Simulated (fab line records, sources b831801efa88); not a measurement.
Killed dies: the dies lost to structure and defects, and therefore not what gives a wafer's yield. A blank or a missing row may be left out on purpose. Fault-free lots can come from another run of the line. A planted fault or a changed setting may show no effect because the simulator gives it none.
A lot that was struck, set against a sound lot | flow sky130 | 16 out of 708 route steps
Sound: the wafers L963.2, L963.3, L963.4. Struck: wafers L979.3, L979.5 (left out: L979.6, a lot-mate that was not struck); the cause follows at the end.
Per side, at each step with rows, come the tool, then ch with its chambers, and then its first start. Under that, the readings that differ: sound wafers | struck wafers | difference of the means | sigmas: that difference in standard deviations of wafers without a fault.
alike: a reading whose means differ by less than 2 such deviations, as well as words and numbers matching on both sides. not compared: withheld readings; readings where some wafer has no value; bounds like >300 that might hide an equal value; numbers whose values overlap and for which the record gives no deviation.
A row with sigmas, a row that says differs or no value, or rows on one side alone: a step with any of these is where the two part. Numbers that have no deviation but don't overlap get no sigmas and don't part them. Lack of a reading on every wafer of one side parts them only where that side has two or more wafers.

first, 8 steps without rows for these wafers: SKY_METAL2_DEHYDRATE_07 (time 60 s); SKY_METAL2_HMDS_08 (prime time 60 s); SKY_METAL2_COAT_09 (resist thk 60 nm); SKY_METAL2_COAT_10 (resist thk 450 nm); SKY_METAL2_SOFTBAKE_11 (time 90 s); SKY_METAL2_EXPOSE_12 (exposes mask MM2, target cd 140 nm); SKY_METAL2_PEB_13; SKY_METAL2_DEVELOP_14 (develop time 60 s).
SKY_METAL2_CD_MEAS_15 targets a cd of 140 nm.
  sound on cd_sem-02, day 35 17:07; struck on cd_sem-02, day 40 15:03
  reading    | sound             | struck      | difference | sigmas
  cd_nm (nm) | 136.2 137.1 137.2 | 142.9 142.0 | +5.6       | +4
SKY_METAL2_OVL_MEAS_16:
  sound on overlay-02, day 35 17:13; struck on overlay-01, day 40 15:08
  alike: METAL2_OVL
SKY_METAL2_DESCUM_17: chemistry O2, time 8 s.
  sound on rie_metal-03 ch 0,1, day 35 17:15; struck on rie_metal-03 ch 0,1, day 40 15:11
  alike: chamber_pressure_mTorr, drypump_motor_current_A, oes_product_au
  not compared: rf_hours_counter_h
SKY_METAL2_ETCH_18: etches BARC in N2/H2, stops on SiO2, time 45.9 s, target depth 60 nm.
  sound on rie_metal-03 ch 0,1, day 35 17:17; struck on rie_metal-03 ch 0,1, day 40 15:13
  alike: chamber_pressure_mTorr, drypump_motor_current_A, h2_flow_sccm, oes_product_au, throttle_valve_pct
  not compared: rf_hours_counter_h
SKY_METAL2_METAL_ETCH_19: etches the open film in Cl2/BCl3, stops on SiO2, target depth 360 nm, time 78 s.
  sound on rie_metal-03 ch 0,1, day 35 17:20; struck on rie_metal-03 ch 0,1, day 40 15:17
  reading                                       | sound             | struck      | difference | sigmas
  oes_product_au (a.u.)                         | 0.853 0.851 0.864 | 0.836 0.839 | -0.019     | -3
  model.KrF-thick_of_METAL2_COAT_10.thk_nm (nm) | 163.7 154.3 163.5 | 220.3 219.4 | +59.4      |
  model.METAL2.feature_depth_nm (nm)            | 359.1 360.4 361.2 | 344.6 346.2 | -14.8      |
  model.etch.depth_nm (nm)                      | 359.1 360.4 361.2 | 344.6 346.2 | -14.8      |
  alike: chamber_pressure_mTorr, drypump_motor_current_A, throttle_valve_pct
  not compared: rf_hours_counter_h
SKY_METAL2_STRIP_20: strips in O2/N2.
  sound on plasma_asher-04 ch 0,1, day 35 17:26; struck on plasma_asher-02 ch 1, day 40 15:23
  reading                      | sound             | struck      | difference | sigmas
  oes_product_au (a.u.)        | 0.340 0.335 0.355 | 0.375 0.366 | +0.027     | +5
  strip_time_to_endpoint_s (s) | 2.75 2.64 2.76    | 3.36 3.35   | +0.64      | +13
  alike: chamber_pressure_mTorr, drypump_motor_current_A
  not compared: rf_hours_counter_h
then, 1 step without rows for these wafers: SKY_METAL2_STRIP_21 (strips in post etch residue remover, time 1200 s).
-- the record jumps here: 9 days lie between the struck wafers' starts before and after (it left off in module METAL2 and takes up again in module PAD_OPEN, whose first step shown is number 708 of the route) --
SKY_PAD_OPEN_PROBE_99:
  rows exist in the record for the struck wafers here (prober-01, day 50 00:47), but not for the sound ones

## WHERE THEY PART
Last at SKY_PAD_OPEN_PROBE_99 as far as this record goes, first at SKY_METAL2_CD_MEAS_15.

WHY: what the simulator had put in
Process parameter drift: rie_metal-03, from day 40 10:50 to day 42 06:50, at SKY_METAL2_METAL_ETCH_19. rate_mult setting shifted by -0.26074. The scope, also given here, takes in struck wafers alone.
